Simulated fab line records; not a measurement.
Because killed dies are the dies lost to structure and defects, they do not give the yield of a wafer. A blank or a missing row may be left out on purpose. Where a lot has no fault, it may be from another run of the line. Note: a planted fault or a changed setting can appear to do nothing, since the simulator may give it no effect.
A lot that was struck, set against a sound lot | flow gf180mcu | 16 steps out of a route of 602
Sound: the wafers L239.1, L239.3, L239.5. The struck wafers were L235.2, L235.5, L235.6. The cause is given at the end.
At each step with rows: each side's tool, then ch and its chambers, then its first start. Under that, the readings that differ: sound wafers | struck wafers | difference of the means | sigmas: that difference in standard deviations of wafers without a fault.
alike: a reading whose means differ by less than 2 such deviations, as well as words and numbers matching on both sides. not compared: withheld readings; readings where some wafer has no value; bounds like >300 that might hide an equal value; numbers whose values overlap and for which the record gives no deviation.
Wherever a step has rows on one side only, a row that says differs or no value, or a row with sigmas, the two part there. Numbers that have no deviation but don't overlap get no sigmas and don't part them. A reading that every wafer of one side lacks parts them only if that side has two wafers or more.

first, 3 steps without rows for these wafers: GF_M5_EXPOSE_04 (exposes mask Metal5, target cd 280 nm); GF_M5_PEB_05 (peb time 90 s); GF_M5_DEVELOP_06 (develop time 60 s).
GF_M5_CD_MEAS_07: target cd 280 nm.
  struck on cd_sem-02, day 29 05:02; sound on cd_sem-01, day 30 11:46
  reading    | sound             | struck            | difference | sigmas
  cd_nm (nm) | 281.4 281.5 281.1 | 279.0 278.3 278.7 | -2.7       | -2
GF_M5_OVL_MEAS_08:
  struck on overlay-02, day 29 05:08; sound on overlay-01, day 30 11:53
  alike: M5_OVL
GF_M5_ETCH_09: etches Si3N4 in CF4/O2, target depth 52 nm, time 11.6 s.
  sound on rie_diel-03 ch 0,1, day 30 11:55; struck on rie_diel-03 ch 0,1, day 29 05:10
  alike: chamber_pressure_mTorr, drypump_motor_current_A, oes_product_au, rf_fwd_power_W, throttle_valve_pct
  not compared: rf_hours_counter_h
GF_M5_METAL_ETCH_10: etches the open film in Cl2/BCl3, stops on SiO2, target depth 627.5 nm, time 104.6 s.
  sound on rie_metal-01 ch 0, day 30 11:56; struck on rie_metal-01 ch 1, day 29 05:14
  reading                     | sound          | struck         | difference | sigmas
  drypump_motor_current_A (A) | 5.03 5.03 5.00 | 5.55 5.57 5.59 | +0.55      | +3
  alike: chamber_pressure_mTorr, oes_product_au, rf_fwd_power_W, throttle_valve_pct
  not compared: rf_hours_counter_h
GF_M5_STRIP_11: strips in O2/N2.
  sound on plasma_asher-04 ch 0,1, day 30 12:03; struck on plasma_asher-02 ch 0,1, day 29 05:25
  alike: chamber_pressure_mTorr, drypump_motor_current_A, heater_power_w, oes_product_au, strip_time_to_endpoint_s
  not compared: rf_hours_counter_h
then, 3 steps without rows for these wafers: GF_M5_STRIP_12 (strips in post etch residue remover, time 1200 s); GF_M5_CLEAN_13 (cleans in DIW); GF_V5_CVD_00 (deposits SiO2, target thk 300 nm, time 50 s).
GF_V5_THK_MEAS_01:
  struck on film_metro-03, day 29 06:00; sound on film_metro-04, day 30 12:40
  reading            | sound       | struck      | difference | sigmas
  V5_CVD_00_THK (nm) | 295 294 298 | 311 309 306 | +13        | +3
GF_V5_CVD_02: deposits SiO2 from TEOS, target thk 1450 nm, time 163.28 s.
  sound on pecvd-02 ch 1,2, day 30 12:43; struck on pecvd-03 ch 0,1, day 29 06:03
  reading                             | sound             | struck            | difference | sigmas
  rf_fwd_power_W (W)                  | 600.1 595.5 596.2 | 498.7 500.8 498.4 | -98.0      | -52
  model.SiO2_of_V5_CVD_02.thk_nm (nm) | 1478 1469 1497    | 1358 1377 1365    | -115       |
  alike: heater_power_w
GF_V5_THK_MEAS_03:
  struck on film_metro-04, day 29 06:10; sound on film_metro-04, day 30 12:50
  reading            | sound          | struck         | difference | sigmas
  V5_CVD_02_THK (nm) | 1478 1468 1497 | 1357 1377 1364 | -115       | -5
GF_V5_CMP_04: polishes SiO2.
  sound on cmp-02 ch 0,2,3, day 30 12:59; struck on cmp-01 ch 0,1,3, day 29 06:22
  alike: motor_current_A, platen_rpm, slurry_filter_dp_kPa, slurry_flow_ml_min
GF_PASSIVATION_PROBE_99:
  rows exist in the record for the sound wafers here (prober-01, day 32 20:58), none for the struck ones

WHERE THEY PART
Last at GF_PASSIVATION_PROBE_99 as far as this record goes, first at GF_M5_CD_MEAS_07.

WHY: the cause the simulator had injected
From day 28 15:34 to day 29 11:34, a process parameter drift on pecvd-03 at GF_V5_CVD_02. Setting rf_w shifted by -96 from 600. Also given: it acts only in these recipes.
